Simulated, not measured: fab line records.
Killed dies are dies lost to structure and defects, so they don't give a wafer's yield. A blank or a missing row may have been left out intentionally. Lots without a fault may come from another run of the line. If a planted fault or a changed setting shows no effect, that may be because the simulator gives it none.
fab line records	flow sky130
record: lots: 6	wafers: 18	last_day: 49
route steps=708 shown METAL5@664 PAD_OPEN@708
lots with no fault: from the same line, run without faults
start_h: start of the lot's first displayed wafer, in hours after the record's first day	wait_h: hours elapsed since this lot's preceding step	" repeats the value in the row above	L1.1+2: a single row standing in for several wafers	- value missing, or start not given	* or withheld: withheld	< > ~ a bound
route shown NAME@n: a module of which the file shows steps, and the number in the route of the first	usual: the fault-free wafers' mean and standard deviation	same: alike in all rows	chamber/n: place in a boat	sites: the reading at each site	_std_site: standard deviation of those values	_edge_site: outer sites' mean less inner sites'	radius_mm: how far each site lies from the wafer's centre	mask NAME#n: copy n	behind: the last tool/chamber to shape the wafer	hold: reason for holding the lot/hours on hold/outcome of the hold	device: the n, p or np transistor that did not switch	end of line: the route-end tests of the same wafers	step lacking rows: just its recipe	killed: not the wafer's yield, but the dies lost to structure and defects at the first sort	map: a wafer's dies, marking killed ones x, the rest . and places with no die _
set.NAME: the setting the step ran with; set.NAME@STEP: the setting that earlier step ran with	model.NAME: the simulator's own value behind a step, which no gauge read
a table for each step, a row for each wafer; lots at some steps of the route
services: the hour from which a tool's chamber was out of use, counted from the record's first day as start_h (under 0 if before that day), plus the number of hours and why
== steps ==
step: SKY_METAL5_SPUTTER_03
recipe: material: Ti	target_thk_nm: 5	power_w: 3000	time_s: 3.3	chamber_pressure_pa: 0.4
usual: throttle_valve_pct: 29.6/0.82
lot.wafer	tool	chamber	start_h	wait_h	throttle_valve_pct
L128.1	pvd_sputter-03	-	1060.92	0.0	30.3
L128.3	"	-	"	"	30.4
L128.4	"	-	"	"	29.1
L130.1	pvd_sputter-01	-	1070.97	0.0	30.3
L130.2	"	-	"	"	29.7
L130.3	"	-	"	"	29.6
L131.2	pvd_sputter-01	-	1081.58	0.0	30.3
L131.3	"	-	"	"	29.4
L131.4	"	-	"	"	29.6
L132.1	pvd_sputter-03	-	1081.92	0.0	28.2
L132.3	"	-	"	"	30.4
L132.4	"	-	"	"	29.4
L133.1	pvd_sputter-03	-	1083.26	0.0	30.1
L133.5	"	-	"	"	30.0
L133.6	"	-	"	"	30.3
L139.2	pvd_sputter-03	-	1121.22	0.0	30.1
L139.4	"	-	"	"	30.6
L139.6	"	-	"	"	29.1
step: SKY_METAL5_SPUTTER_04
recipe: material: TiN	target_thk_nm: 70	power_w: 6500	time_s: 58.3	chamber_pressure_pa: 0.4
usual: throttle_valve_pct: 29.6/0.84
lot.wafer	tool	chamber	start_h	wait_h	throttle_valve_pct
L128.1	pvd_sputter-03	-	1060.94	0.0	30.7
L128.3	"	-	"	"	30.5
L128.4	"	-	"	"	29.2
L130.1	pvd_sputter-01	-	1070.99	0.0	30.2
L130.2	"	-	"	"	29.6
L130.3	"	-	"	"	29.3
L131.2	pvd_sputter-01	-	1081.60	0.0	30.0
L131.3	"	-	"	"	29.6
L131.4	"	-	"	"	29.5
L132.1	pvd_sputter-03	-	1081.94	0.0	27.9
L132.3	"	-	"	"	30.8
L132.4	"	-	"	"	29.1
L133.1	pvd_sputter-03	-	1083.28	0.0	30.4
L133.5	"	-	"	"	30.1
L133.6	"	-	"	"	30.5
L139.2	pvd_sputter-03	-	1121.24	0.0	30.5
L139.4	"	-	"	"	30.6
L139.6	"	-	"	"	29.3
step: SKY_METAL5_RS_MEAS_05
recipe: thk_meas_gauge: four-point-probe	reads: TiN_of_METAL5_SPUTTER_04+Ti_of_METAL5_SPUTTER_03+AlCu_of_METAL5_SPUTTER_02+TiN_of_METAL5_SPUTTER_01+Ti_of_METAL5_SPUTTER_00
usual: METAL5_ALCU_RS: 0.0271/0.00041
lot.wafer	tool	chamber	start_h	wait_h	METAL5_ALCU_RS[ohm/sq]
L128.1	film_metro-01	-	1060.99	0.0	0.0268
L128.3	"	-	"	"	0.0271
L128.4	"	-	"	"	0.0269
L130.1	film_metro-04	-	1071.04	0.0	0.0272
L130.2	"	-	"	"	0.0269
L130.3	"	-	"	"	0.0266
L131.2	film_metro-03	-	1081.67	0.0	0.0274
L131.3	"	-	"	"	0.0276
L131.4	"	-	"	"	0.0267
L132.1	film_metro-04	-	1081.99	0.0	0.0267
L132.3	"	-	"	"	0.0273
L132.4	"	-	"	"	0.0275
L133.1	film_metro-01	-	1083.33	0.0	0.0269
L133.5	"	-	"	"	0.0271
L133.6	"	-	"	"	0.0268
L139.2	film_metro-04	-	1121.31	0.0	0.0270
L139.4	"	-	"	"	0.0271
L139.6	"	-	"	"	0.0270
step: SKY_METAL5_THK_MEAS_06
recipe: thk_meas_gauge: xrf	reads: AlCu_of_METAL5_SPUTTER_02
usual: METAL5_ALCU_THK: 1131/18
lot.wafer	tool	chamber	start_h	wait_h	METAL5_ALCU_THK[nm]
L128.1	film_metro-01	-	1061.11	0.1	1148
L128.3	"	-	"	"	1133
L128.4	"	-	"	"	1144
L130.1	film_metro-04	-	1071.16	0.1	1128
L130.2	"	-	"	"	1144
L130.3	"	-	"	"	1154
L131.2	film_metro-03	-	1081.78	0.1	1125
L131.3	"	-	"	"	1113
L131.4	"	-	"	"	1148
L132.1	film_metro-04	-	1082.11	0.1	1145
L132.3	"	-	"	"	1117
L132.4	"	-	"	"	1115
L133.1	film_metro-01	-	1083.45	0.1	1135
L133.5	"	-	"	"	1128
L133.6	"	-	"	"	1140
L139.2	film_metro-04	-	1121.42	0.1	1131
L139.4	"	-	"	"	1131
L139.6	"	-	"	"	1135
step: SKY_METAL5_DEHYDRATE_07
recipe: temp_c: 200	time_s: 60
step: SKY_METAL5_HMDS_08
recipe: prime_time_s: 60	prime_temp_c: 120
step: SKY_METAL5_COAT_09
recipe: resist: NOVOLAK	spin_rpm: 3000	resist_thk_nm: 1800
step: SKY_METAL5_SOFTBAKE_10
recipe: temp_c: 90	time_s: 60	resist: NOVOLAK
step: SKY_METAL5_EXPOSE_11
recipe: mask_id: MM5	na: 0.6	source_shape: conventional	sigma_outer: 0.6	polarization: unpolarized	target_cd_nm: 1600	dose_mj: 190
step: SKY_METAL5_PEB_12
recipe: temp_c: withheld	time_s: *	resist: NOVOLAK
step: SKY_METAL5_DEVELOP_13
recipe: resist: NOVOLAK	developer: TMAH	develop_time_s: 60	dev_temp_c: 23
step: SKY_METAL5_DESCUM_14
recipe: chemistry: O2	source_power_w: 150	bias_power_w: 0	pressure_mtorr: 10	temp_c: 40	time_s: 11
usual: drypump_motor_current_A: 5.8/0.49	oes_product_au: 1.003/0.012
lot.wafer	tool	chamber	start_h	wait_h	drypump_motor_current_A	oes_product_au	rf_hours_counter_h
L128.1	rie_metal-01	1	1081.72	0.1	6.6	1.000	25
L128.3	"	0	"	"	5.6	0.997	-
L128.4	"	1	"	"	6.5	1.015	-
L130.1	rie_metal-02	1	1092.07	0.1	5.6	1.019	8
L130.2	"	0	"	"	5.9	0.989	18
L130.3	"	1	"	"	5.6	1.031	-
L131.2	rie_metal-02	1	1103.02	0.1	5.5	1.017	9
L131.3	"	0	"	"	5.9	0.987	-
L131.4	"	1	"	"	5.5	1.020	-
L132.1	rie_metal-04	1	1103.09	0.1	6.1	0.992	13
L132.3	"	1	"	"	6.1	0.989	-
L132.4	"	1	"	"	6.1	1.003	-
L133.1	rie_metal-02	0	1104.28	0.1	5.9	0.994	19
L133.5	"	1	"	"	5.5	1.022	-
L133.6	"	0	"	"	5.9	0.990	-
L139.2	rie_metal-04	1	1140.09	0.1	6.1	1.003	17
L139.4	"	1	"	"	6.2	0.999	-
L139.6	"	0	"	"	5.0	1.013	-
step: SKY_METAL5_METAL_ETCH_15
recipe: target_depth_a: 12600	stop_on: SiO2	over_etch_frac: 0.2	time_s: 252	chemistry: Cl2/BCl3	resist_sidewall_deg: 86	pressure_mtorr: 10	icp_w: 900	bias_w: 48.5	Cl2_flow_sccm: 60	bcl3_flow_sccm: 30
usual: bcl3_flow_sccm: 30.00/0.09	drypump_motor_current_A: 5.8/0.49	oes_product_au: 0.894/0.0055	over_etch_frac: 0.2/0	throttle_valve_pct: 22.264/0.0083
lot.wafer	tool	chamber	start_h	wait_h	bcl3_flow_sccm	drypump_motor_current_A	oes_product_au	over_etch_frac	rf_hours_counter_h	throttle_valve_pct	model.NOVOLAK_of_METAL5_COAT_09.thk_nm	model.SiO2_of_VIA4_HDPCVD_00.thk_nm
L128.1	rie_metal-01	1	1081.75	0.0	29.99	6.5	0.899	0.2	25	22.258	1020	551.6
L128.3	"	0	"	"	29.89	5.6	0.885	0.2	-	22.254	1044	550.9
L128.4	"	1	"	"	29.90	6.5	0.890	0.2	-	22.265	1017	548.9
L130.1	rie_metal-02	1	1092.10	0.0	30.10	5.5	0.893	0.2	8	22.264	1010	551.5
L130.2	"	0	"	"	29.98	5.9	0.895	0.2	18	22.264	1048	550.9
L130.3	"	1	"	"	30.12	5.6	0.900	0.2	-	22.257	1015	548.7
L131.2	rie_metal-02	1	1103.05	0.0	29.95	5.5	0.837	0.339	9	22.276	913.3	544.7
L131.3	"	0	"	"	29.94	5.9	0.888	0.2	-	22.260	1031	550.5
L131.4	"	1	"	"	29.91	5.5	0.841	0.339	-	22.278	916.7	545.3
L132.1	rie_metal-04	1	1103.16	0.1	29.93	6.2	0.898	0.2	13	22.262	1038	550.9
L132.3	"	1	"	"	30.10	6.1	0.897	0.2	-	22.263	1045	549.5
L132.4	"	1	"	"	30.05	6.2	0.888	0.2	-	22.265	1045	548.6
L133.1	rie_metal-02	0	1104.32	0.0	29.97	5.9	0.891	0.2	19	22.258	1048	550.3
L133.5	"	1	"	"	29.97	5.5	0.841	0.339	-	22.258	923	544.9
L133.6	"	0	"	"	30.04	6.0	0.894	0.2	-	22.272	1037	550.4
L139.2	rie_metal-04	1	1140.12	0.0	29.92	6.2	0.892	0.2	17	22.259	1038	549.1
L139.4	"	1	"	"	29.92	6.1	0.897	0.2	-	22.264	1051	550.6
L139.6	"	0	"	"	30.06	5.0	0.892	0.2	-	22.261	1033	550.8
step: SKY_METAL5_STRIP_16
recipe: chemistry: O2/N2	power_w: 1400	pressure_mtorr: 1500	platen_temp_c: withheld	o2_flow_sccm: 3000	n2_flow_sccm: 300	overash_fraction: 0.5
usual: drypump_motor_current_A: 5.64/0.28	oes_product_au: 0.710/0.0047	strip_time_to_endpoint_s: 13.02/0.16
lot.wafer	tool	chamber	start_h	wait_h	drypump_motor_current_A	oes_product_au	rf_hours_counter_h	strip_time_to_endpoint_s
L128.1	plasma_asher-02	1	1081.99	0.2	6.04	0.715	65	12.89
L128.3	"	1	"	"	6.01	0.708	-	13.16
L128.4	"	0	"	"	5.40	0.705	-	12.86
L130.1	plasma_asher-03	0	1092.34	0.2	5.14	0.705	3	12.78
L130.2	"	1	"	"	5.85	0.701	3	13.24
L130.3	"	0	"	"	5.14	0.711	-	12.84
L131.2	plasma_asher-03	1	1103.29	0.2	5.86	0.703	4	11.72
L131.3	"	1	"	"	5.85	0.707	-	13.02
L131.4	"	0	"	"	5.12	0.706	-	11.79
L132.1	plasma_asher-02	1	1103.63	0.4	6.03	0.710	67	13.10
L132.3	"	0	"	"	5.42	0.706	-	13.20
L132.4	"	1	"	"	6.02	0.714	-	13.20
L133.1	plasma_asher-02	0	1104.55	0.2	5.40	0.706	67	13.23
L133.5	"	1	"	"	6.05	0.715	-	11.84
L133.6	"	0	"	"	5.41	0.707	-	13.09
L139.2	plasma_asher-01	1	1140.36	0.2	5.69	0.714	93	13.10
L139.4	"	1	"	"	5.70	0.702	-	13.22
L139.6	"	0	"	"	5.54	0.712	-	13.05
step: SKY_METAL5_STRIP_17
recipe: chemistry: post_etch_residue_remover	time_s: 1200	temp_c: 72.5
step: SKY_PAD_OPEN_PROBE_99
usual: defect_limited_yield: 82.5/1.7	killed_at_M0_to_M3: 43/6.1	killed_at_M4_up: 3.5/2	killed_at_contacts: 25/5.1	killed_at_front_end: 14/4.2	killed_at_other: 0.3/0.55	killed_dies: 86/8.3	killed_open: 46/7.2	killed_short: 39/6	sort_bin_3_pad_short: 0.9/0.42	sort_bin_5_function: 10.3/1.4	sort_bin_6_memory: 6.3/1.1	sort_n_pass: 406/8.3	sort_yield_pct: 82.5/1.7
same: gross_dies: 492	killed_at_back_side: 0	sort_bin_4_leakage[%]: 0	sort_bin_8_speed[%]: 0
lot.wafer	tool	chamber	start_h	wait_h	defect_limited_yield[%]	killed_at_M0_to_M3	killed_at_M4_up	killed_at_contacts	killed_at_front_end	killed_at_other	killed_dies	killed_open	killed_short	sort_bin_3_pad_short[%]	sort_bin_5_function[%]	sort_bin_6_memory[%]	sort_n_pass	sort_yield_pct[%]
L131.2	prober-01	-	1145.90	0.1	84.3	44	2	19	12	0	77	45	31	0.6	9.3	5.7	415	84.3
L131.3	prober-01	-	1145.95	0.2	80.1	58	2	24	14	0	98	55	42	1.8	10.0	8.1	394	80.1
L131.4	prober-01	-	1146.00	0.2	81.5	45	7	24	15	0	91	53	37	1.0	11.0	6.5	401	81.5
L132.1	prober-02	-	1145.98	0.1	80.9	40	5	34	14	1	94	46	45	1.0	10.6	7.5	398	80.9
L132.3	prober-02	-	1146.08	0.2	82.5	47	2	26	11	0	86	55	30	0.2	11.6	5.7	406	82.5
L132.4	prober-02	-	1146.13	0.2	85.4	37	0	26	8	1	72	41	31	0.6	8.1	5.9	420	85.4
L133.1	prober-01	-	1147.35	0.1	83.7	29	1	31	19	0	80	40	40	1.2	8.9	6.1	412	83.7
L133.5	prober-01	-	1147.55	0.2	78.5	51	3	27	25	0	106	64	42	0.6	11.0	10.0	386	78.5
L133.6	prober-01	-	1147.60	0.2	82.1	41	4	28	15	0	88	39	48	1.0	10.6	6.3	404	82.1
L139.2	prober-02	-	1178.22	0.1	83.5	39	2	22	18	0	81	44	34	1.2	10.8	4.5	411	83.5
L139.4	prober-02	-	1178.32	0.2	85.4	36	2	21	13	0	72	38	34	1.2	7.1	6.3	420	85.4
L139.6	prober-02	-	1178.42	0.2	83.9	40	4	21	14	0	79	43	36	0.4	10.6	5.1	413	83.9
killed by level:class
L131.2 CONTACT:geometric_particle:open=11 METAL1:geometric_particle:short=9 VIA2:geometric_particle:open=9 METAL2:geometric_particle:short=7 VIA1:geometric_particle:open=6 POLY_GATE:geometric_particle:open=5 VIA3:geometric_particle:open=4 POLY_GATE:geometric_particle:short=3
L131.3 VIA1:geometric_particle:open=15 CONTACT:geometric_particle:open=9 VIA2:geometric_particle:open=8 LI_CONTACT:geometric_particle:open=7 METAL2:geometric_particle:short=7 METAL1:geometric_particle:short=5 METAL1:geometric_particle:open=5 POLY_GATE:geometric_particle:short=4
L132.1 VIA1:geometric_particle:open=12 LI_CONTACT:geometric_particle:short=9 LI_CONTACT:geometric_particle:open=7 CONTACT:geometric_particle:open=7 CONTACT:geometric_particle:short=6 METAL1:geometric_particle:short=6 VIA3:geometric_particle:open=5 FIELD_ISO:geometric_particle:short=4
L131.4 VIA1:geometric_particle:open=17 CONTACT:geometric_particle:open=11 METAL1:geometric_particle:short=7 LI_CONTACT:geometric_particle:open=6 VIA3:geometric_particle:open=6 METAL4:geometric_particle:short=5 FIELD_ISO:geometric_particle:open=4 SPACER:geometric_particle:short=4
L132.3 VIA1:geometric_particle:open=14 LI_CONTACT:geometric_particle:open=11 CONTACT:geometric_particle:open=8 VIA3:geometric_particle:open=6 LOCAL_INTERCONNECT:geometric_particle:short=5 METAL2:geometric_particle:short=5 METAL1:geometric_particle:open=4 VIA2:geometric_particle:open=4
L132.4 VIA2:geometric_particle:open=9 VIA1:geometric_particle:open=8 LI_CONTACT:geometric_particle:open=8 CONTACT:geometric_particle:open=7 LOCAL_INTERCONNECT:geometric_particle:short=5 METAL2:geometric_particle:short=5 VIA3:geometric_particle:open=5 CONTACT:geometric_particle:short=4
L133.1 CONTACT:geometric_particle:open=10 LI_CONTACT:geometric_particle:open=9 FIELD_ISO:geometric_particle:open=7 CONTACT:geometric_particle:short=7 METAL3:geometric_particle:short=7 POLY_GATE:geometric_particle:short=5 VIA1:geometric_particle:open=5 FIELD_ISO:geometric_particle:short=4
L133.5 VIA1:geometric_particle:open=14 LI_CONTACT:geometric_particle:open=10 VIA3:geometric_particle:open=10 FIELD_ISO:geometric_particle:short=7 CONTACT:geometric_particle:open=6 FIELD_ISO:geometric_particle:open=5 VIA2:geometric_particle:open=5 METAL1:geometric_particle:short=5
L133.6 CONTACT:geometric_particle:open=9 CONTACT:geometric_particle:short=7 METAL2:geometric_particle:short=7 METAL1:geometric_particle:short=7 VIA1:geometric_particle:open=6 LI_CONTACT:geometric_particle:open=6 LOCAL_INTERCONNECT:geometric_particle:short=5 VIA2:geometric_particle:open=5
L139.2 VIA1:geometric_particle:open=10 CONTACT:geometric_particle:short=8 CONTACT:geometric_particle:open=8 FIELD_ISO:geometric_particle:open=5 VIA3:geometric_particle:open=5 VIA1:geometric_particle:short=5 METAL1:geometric_particle:short=4 METAL2:geometric_particle:open=4
L139.4 VIA1:geometric_particle:open=9 LI_CONTACT:geometric_particle:open=7 CONTACT:geometric_particle:open=6 METAL1:geometric_particle:short=6 FIELD_ISO:geometric_particle:open=5 METAL2:geometric_particle:short=5 VIA1:geometric_particle:short=4 VIA3:geometric_particle:short=4
L139.6 VIA1:geometric_particle:open=10 METAL1:geometric_particle:short=8 LI_CONTACT:geometric_particle:open=7 CONTACT:geometric_particle:open=7 METAL2:geometric_particle:short=6 VIA3:geometric_particle:open=5 VIA2:geometric_particle:open=4 METAL4:geometric_particle:short=4
== services ==
tool	chamber	start_h	hours	kind
rie_metal-02	-	1055.06	27.1	repair
plasma_asher-03	-	1055.25	9.0	pm
plasma_asher-03	0	1055.25	9.0	vent_cycle
plasma_asher-03	1	1055.25	9.0	vent_cycle
pvd_sputter-03	2	1060.99	-	consumable_replace:kit
pvd_sputter-03	2	1060.99	18.0	scheduled_down
pvd_sputter-03	2	1060.99	18.0	vent_cycle
plasma_asher-03	0	1064.25	-	clean
plasma_asher-03	1	1064.25	-	clean
plasma_asher-01	-	1064.74	21.8	pm
rie_metal-04	0	1083.74	28.2	repair
rie_metal-04	-	1105.14	0.3	repair
plasma_asher-03	-	1109.46	0.5	repair
plasma_asher-03	-	1115.73	8.5	repair
pvd_sputter-01	3	1130.94	-	consumable_replace:kit
pvd_sputter-01	3	1130.94	18.0	scheduled_down
pvd_sputter-01	3	1130.94	18.0	vent_cycle
== key ==
first_sign: step: SKY_METAL5_METAL_ETCH_15	reading: over_etch_frac	direction: up	sigmas: 99+	usual: 0.2	struck: 0.339
effect: step: SKY_METAL5_METAL_ETCH_15	reading: oes_product_au	direction: down	sigmas: 9.9	usual: 0.894	struck: 0.840
effect: step: SKY_METAL5_STRIP_16	reading: strip_time_to_endpoint_s	direction: down	sigmas: 7.8	usual: *	struck: *
model_effect: step: SKY_METAL5_METAL_ETCH_15	value: NOVOLAK_of_METAL5_COAT_09.thk_nm	without: 1009	struck: 917.7
met_at SKY_METAL5_METAL_ETCH_15
struck_wafers L131.2,L131.4,L133.5
onset_between 1092.10 1103.05
fault: kind: process_parameter_drift	tool: rie_metal-02	chamber: 1	onset_h: 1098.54	steps: SKY_METAL5_METAL_ETCH_15	channel: over_etch_frac	offset: 0.139	shape: step	end_h: 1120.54	acts_in: these_recipes_only	stated: 0.2
